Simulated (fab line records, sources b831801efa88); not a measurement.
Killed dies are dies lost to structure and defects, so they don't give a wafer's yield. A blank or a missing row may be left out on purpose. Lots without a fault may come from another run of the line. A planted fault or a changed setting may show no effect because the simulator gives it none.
One fault seen from 2 desks | flow sky130 | each desk has only its own numbers; what lay behind them comes last

THE TOOL OWNER'S DESK: pvd_sputter-04
The tool's own readings at SKY_METAL1_SPUTTER_02 (material AlCu, target thk 250 nm, time 13.3 s): means of the sampled wafers that have a number, for each lot that ran on this tool. A lot is out of limits, marked OUT, if its mean lies more than 4 standard deviations from the usual mean; the brackets give that distance.
Columns: A = throttle_valve_pct at SKY_METAL1_SPUTTER_02, usual 30.2 %
lot  | first seen here | A
L861 | day 34 08:40    | 30.5
L864 | day 35 02:53    | 29.9
L870 | day 37 04:02    | 30.8
L871 | day 37 04:37    | 30.5
This desk's finding: nothing out of limits on any of the 4 lots.

THE METROLOGY DESK
What the gauges read, lot by lot, whatever tool the lot ran on: means of the sampled wafers that have a number. A lot is out of limits, marked OUT, if its mean lies more than 4 standard deviations from the usual mean; the brackets give that distance.
Columns: A = METAL1_ALCU_RS at SKY_METAL1_RS_MEAS_05, usual 0.1264 ohm/sq; B = METAL1_ALCU_THK at SKY_METAL1_THK_MEAS_06, usual 252.8 nm
lot  | first seen here | A                | B
L860 | day 33 23:13    | 0.1273           | 249.1
L861 | day 34 08:48    | 0.1250           | 255.8
L864 | day 35 02:58    | 0.1255           | 253.6
L865 | day 35 04:42    | 0.1265           | 252.4
L870 | day 37 04:08    | 0.1119 (-13) OUT | 297.7 (+18) OUT
L871 | day 37 04:43    | 0.1113 (-14) OUT | 301.2 (+19) OUT
L877 | day 39 06:47    | 0.1259           | 254.8
L878 | day 39 08:27    | 0.1279           | 250.2
L879 | day 39 13:14    | 0.1268           | 253.0
This desk's finding: out of limits on L870, L871; first on L870, day 37 04:08 (METAL1_ALCU_RS at SKY_METAL1_RS_MEAS_05). In limits: L860, L861, L864, L865, L877, L878, L879.

PUT TOGETHER
The metrology desk could have raised an alarm at day 37 04:08, on L870, L871.
The tool owner's desk saw nothing out of limits.
The tool owner's desk has L870, L871 on record, within its limits.
Of the lots named, all ran SKY_METAL1_SPUTTER_02 on pvd_sputter-04.

WHAT THE SIMULATOR HAD PUT IN
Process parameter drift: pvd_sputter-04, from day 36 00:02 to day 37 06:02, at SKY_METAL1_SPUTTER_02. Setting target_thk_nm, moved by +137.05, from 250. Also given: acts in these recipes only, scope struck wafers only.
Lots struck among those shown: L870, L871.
Hours from the fault's start to each desk's first reading out of limits: the metrology desk, 28.
